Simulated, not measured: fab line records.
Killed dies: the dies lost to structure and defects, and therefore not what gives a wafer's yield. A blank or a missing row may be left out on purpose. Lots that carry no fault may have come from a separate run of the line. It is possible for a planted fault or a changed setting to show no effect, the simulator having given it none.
Comparing a struck lot with a sound one + flow gf180mcu + 14 steps out of a route of 602
Sound: these wafers, L559.2, L559.5, L559.6. The struck wafers were L546.1, L546.2, L546.5. The cause comes at the end.
At each step with rows: each side's tool, then ch and its chambers, then its first start. Under that, the readings that differ: sound wafers + struck wafers + difference of the means + sigmas: that difference in standard deviations of wafers without a fault.
alike: a reading whose means differ by less than 2 such deviations, as well as words and numbers matching on both sides. not compared: withheld readings; readings where some wafer has no value; bounds like >300 that might hide an equal value; numbers whose values overlap and for which the record gives no deviation.
Wherever a step has rows on one side only, a row that says differs or no value, or a row with sigmas, the two part there. Numbers that have no deviation but don't overlap get no sigmas and don't part them. Lack of a reading on every wafer of one side parts them only where that side has two or more wafers.

GF_M3_SPUTTER_01: material TiN, target thk 30 nm, time 25 s.
  sound on pvd sputter-03 at day 27 09:43; struck on pvd sputter-01 at day 23 06:29
  alike: cathode dc power W, throttle valve pct
GF_M3_SPUTTER_02: material AlCu, target thk 450 nm, time 23.9 s.
  sound on pvd sputter-03 at day 27 09:45; struck on pvd sputter-01 at day 23 06:31
  alike: cathode dc power W, throttle valve pct
GF_M3_SPUTTER_03: material Ti, target thk 10 nm, time 6.7 s.
  sound on pvd sputter-03 at day 27 09:47; struck on pvd sputter-01 at day 23 06:32
  alike: cathode dc power W, throttle valve pct
GF_M3_SPUTTER_04: material TiN, target thk 50 nm, time 41.7 s.
  sound on pvd sputter-03 at day 27 09:48; struck on pvd sputter-01 at day 23 06:34
  alike: cathode dc power W, throttle valve pct
GF_M3_RS_MEAS_05: a four-point-probe measurement.
  sound on film metro-04 at day 27 09:52; struck on film metro-02 at day 23 06:36
  alike: M3_ALCU_RS
GF_M3_THK_MEAS_06: measures by xrf.
  sound on film metro-04 at day 27 09:58; struck on film metro-02 at day 23 06:43
  alike: M3_ALCU_THK
then, 6 steps without rows for these wafers: GF_M3_DEHYDRATE_07 (time 60 s); GF_M3_HMDS_08 (prime time 60 s); GF_M3_COAT_09 (resist thk 1000 nm); GF_M3_SOFTBAKE_10 (time 60 s); GF_M3_EXPOSE_11 (exposes mask Metal3, target cd 280 nm); GF_M3_PEB_12 (peb time 90 s).
GF_M3_DEVELOP_13: develop time 60 s.
  struck on litho track-03, day 24 04:36; sound on litho track-04 ch 0, day 28 04:51
  no value came back on the struck wafers for chill plate temp C (C), develop time s (s); on the sound wafers chill plate temp C (C) reads 22.92 22.72 22.90
| reading                             | sound           | struck            | difference | sigmas |
|-------------------------------------|-----------------|-------------------|------------|--------|
| model.KrF_of_M3_COAT_09.thk nm (nm) | 987.1 986 983.4 | 998.2 996.2 998.7 | +12.2      |        |
GF_M3_CD_MEAS_14: target cd 280 nm.
  sound on cd sem-01 at day 28 05:02; struck on cd sem-01 at day 24 04:48
| reading    | sound             | struck | difference                    | sigmas |
|------------|-------------------|--------|-------------------------------|--------|
| cd nm (nm) | 282.2 281.6 281.7 | - - -  | no value on the struck wafers |        |

== WHERE THEY PART ==
Last at GF_M3_CD_MEAS_14 as far as this record goes, first at GF_M3_DEVELOP_13.

WHY: whatever the simulator had introduced
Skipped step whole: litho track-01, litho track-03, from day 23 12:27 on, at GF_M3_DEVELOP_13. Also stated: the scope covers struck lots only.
